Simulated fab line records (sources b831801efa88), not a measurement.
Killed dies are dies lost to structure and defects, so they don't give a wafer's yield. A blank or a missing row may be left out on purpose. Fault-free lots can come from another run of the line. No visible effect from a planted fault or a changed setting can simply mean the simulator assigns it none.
Code-filled problem report in 8D (eight disciplines) form :: flow gf180mcu :: the parts of the form that need people (team, actions taken, sign-off) are left out

1. THE ISSUE
Mean STI_CVD_03_THK at GF_STI_THK_MEAS_04: 218.4 nm over 6 wafers in 2 lots; fault-free wafers: 206.9 nm, standard deviation 1.9. Measured from the usual mean, that is +6.1 standard deviations.
First observed at day 4 11:56: wafer L531.1, on filmMetro-01. Wafers with a number at this step in the record: 36, from 12 lots. The rule behind "out" and "out of limits": a value lying over 4 standard deviations away from the usual mean. The rest of the wafers with a number are treated as sound.

2. WHAT IT IS AND WHAT IT IS NOT
question: which readings at this step
is: STI_CVD_03_THK
is not: -

question: which lots
is: L531, L533
is not: L517, L518, L519, L520, L521, L522, L523, L524, L525, L526

question: which wafers of those lots
is: all that have a number
is not: -

question: read on which gauges
is: filmMetro-01, filmMetro-04
is not: filmMetro-02

question: when
is: from day 4 11:56
is not: up to then (30 sound wafers)

3. WHAT RULES OUT EACH SUSPECT
Counting: any tool at a process step up to the reading is kept as a suspect provided that every lot that is out went through it and no sound lot did after the first of them.
- the gauge at GF_STI_THK_MEAS_04 is ruled out. 2 gauges (filmMetro-01, filmMetro-04) read the wafers that are out.
- lpcvd-02 at GF_STI_CVD_03 (deposits Si3N4 from DCS/NH3, target thk 207.16 nm, time 3551 s): kept. Every lot that is out went through it, starting with L531 (day 4 09:57), and after that it ran no sound lot; the last sound lot it ran before then is L525 (day 3 03:34). Out on those wafers are its own readings of pressureMtorr.
The count leaves lpcvd-02 at GF_STI_CVD_03.

4. THE CAUSE (what the simulator had put in)
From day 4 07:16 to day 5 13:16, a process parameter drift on lpcvd-02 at GF_STI_CVD_03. The setting pressureMtorr was moved by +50, starting from 250. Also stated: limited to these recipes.
This tool alone remained once counting was done.

5. THE EFFECT CHAIN, in route order
Rows list readings where the struck wafers' mean (over those with a number) sits beyond 3 standard deviations from the usual. Only readings whose record carries a usual standard deviation are examined. hours: median over the lots of the time between each lot's start at the first step of this table that gives one and its start at this step. sigmas: the change, counted in usual standard deviations.
hours: 0
step: GF_STI_CVD_03
reading: pressureMtorr
usual: 250.1 mTorr
on struck wafers: 300.3
change: +50.2
sigmas: +99 or more

hours: 2
step: GF_STI_THK_MEAS_04
reading: STI_CVD_03_THK
usual: 206.9 nm
on struck wafers: 218.4
change: +11.5
sigmas: +6.1

hours: 16
step: GF_STI_ETCH_13
reading: oesProductAu
usual: 0.832 a.u.
on struck wafers: 0.852
change: +0.020
sigmas: +3.5
Here are the process steps it includes:
- GF_STI_CVD_03: deposits Si3N4 from DCS/NH3, target thk 207.16 nm, time 3551 s.
- GF_STI_ETCH_13: etches the open film in CHF3/O2, stops on Si, target depth 282.31 nm, time 112.9 s.
Later steps that measure or inspect, where all struck wafers having a row at the step show a number for every such reading and not one has moved that far: GF_LVPWELL_OVL_MEAS_07, GF_VT_IMPLANT_TW_MEAS_21, GF_VT_IMPLANT_TW_MEAS_43.

6. WHAT WOULD HAVE CAUGHT IT SOONER
In this record the first reading out of limits at a measuring or inspecting step was taken at day 4 11:56, 5 hours after the fault began at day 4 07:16.
At GF_STI_CVD_03, the tool's own readings (pressureMtorr) were out on each struck wafer the step has a row for, so an alarm limit on them would have fired on the first such wafer.
L533, from the lots that are out (2), started GF_STI_CVD_03 on lpcvd-02 later than day 4 11:56. A tool hold placed at that time would have kept it from harm.
